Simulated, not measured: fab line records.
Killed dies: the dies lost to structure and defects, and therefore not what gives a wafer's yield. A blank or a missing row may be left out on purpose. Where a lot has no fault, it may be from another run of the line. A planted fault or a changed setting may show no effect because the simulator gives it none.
Struck lot and sound lot, side by side :: flow gf180mcu :: 14 out of 602 route steps
Sound: these wafers, L750.2, L750.3, L750.4. Wafers L755.1, L755.2, L755.3 were the ones struck. The cause is given at the end.
For every step that has rows: the tool of each side, followed by ch and its chambers, followed by its first start. Under that, the readings that differ: sound wafers :: struck wafers :: difference of the means :: sigmas: that difference in standard deviations of wafers without a fault.
alike: readings whose means differ by less than 2 such deviations, and words and numbers that are the same on both sides. not compared: withheld readings, readings that some wafer has no value for, bounds like >300 that may hide the same value, and numbers for which the record gives no deviation and whose values overlap.
A row with sigmas, a row that says differs or no value, or rows on one side alone: a step with any of these is where the two part. Non-overlapping numbers with no deviation appear without sigmas and do not part them. Lack of a reading on every wafer of one side parts them only where that side has two or more wafers.

first, 1 step without rows for these wafers: GF_V2_CVD_00 (deposits SiO2, target thk 600 nm, time 100 s).
GF_V2_THK_MEAS_01:
  sound on film_metro-03 at day 19 11:58; struck on film_metro-02 at day 21 06:55
  alike: V2_CVD_00_THK
GF_V2_CVD_02: deposits SiO2 from TEOS, target thk 850 nm, time 94.851 s.
  sound on pecvd-04 ch 0,1,2, day 19 12:01; struck on pecvd-02 ch 0,1,2, day 21 06:58
  alike: heater_power_w, rf_fwd_power_W
GF_V2_THK_MEAS_03:
  sound on film_metro-04 at day 19 12:05; struck on film_metro-02 at day 21 07:02
  alike: V2_CVD_02_THK
GF_V2_CMP_04: polishes SiO2.
  sound on cmp-01 ch 0,2,3, day 19 12:08; struck on cmp-01 ch 0,1,2, day 21 07:06
  alike: motor_current_A, time_to_endpoint_s
GF_V2_BOW_MEAS_05:
  sound on film_metro-04 at day 19 12:28; struck on film_metro-04 at day 21 07:24
  alike: V2_BOW
then, 6 steps without rows for these wafers: GF_V2_DEHYDRATE_06 (time 60 s); GF_V2_HMDS_07 (prime time 60 s); GF_V2_COAT_08; GF_V2_COAT_09 (resist thk 1000 nm); GF_V2_SOFTBAKE_10 (time 60 s); GF_V2_EXPOSE_11 (exposes mask Via2, target cd 260 nm).
GF_V2_PEB_12: peb time 90 s.
  sound on litho_track-04 ch 0, day 20 12:24; struck on litho_track-03, day 22 06:27
  no value came back on the struck wafers for chill_plate_temp_C (C), exhaust_pa (Pa); on the sound wafers chill_plate_temp_C (C) reads 23.02 23.02 23.03
then, 1 step without rows for these wafers: GF_V2_DEVELOP_13 (develop time 60 s).

== WHERE THEY PART ==
At GF_V2_PEB_12 and nowhere else, as far as this record goes.

WHY: what had been put in by the simulator
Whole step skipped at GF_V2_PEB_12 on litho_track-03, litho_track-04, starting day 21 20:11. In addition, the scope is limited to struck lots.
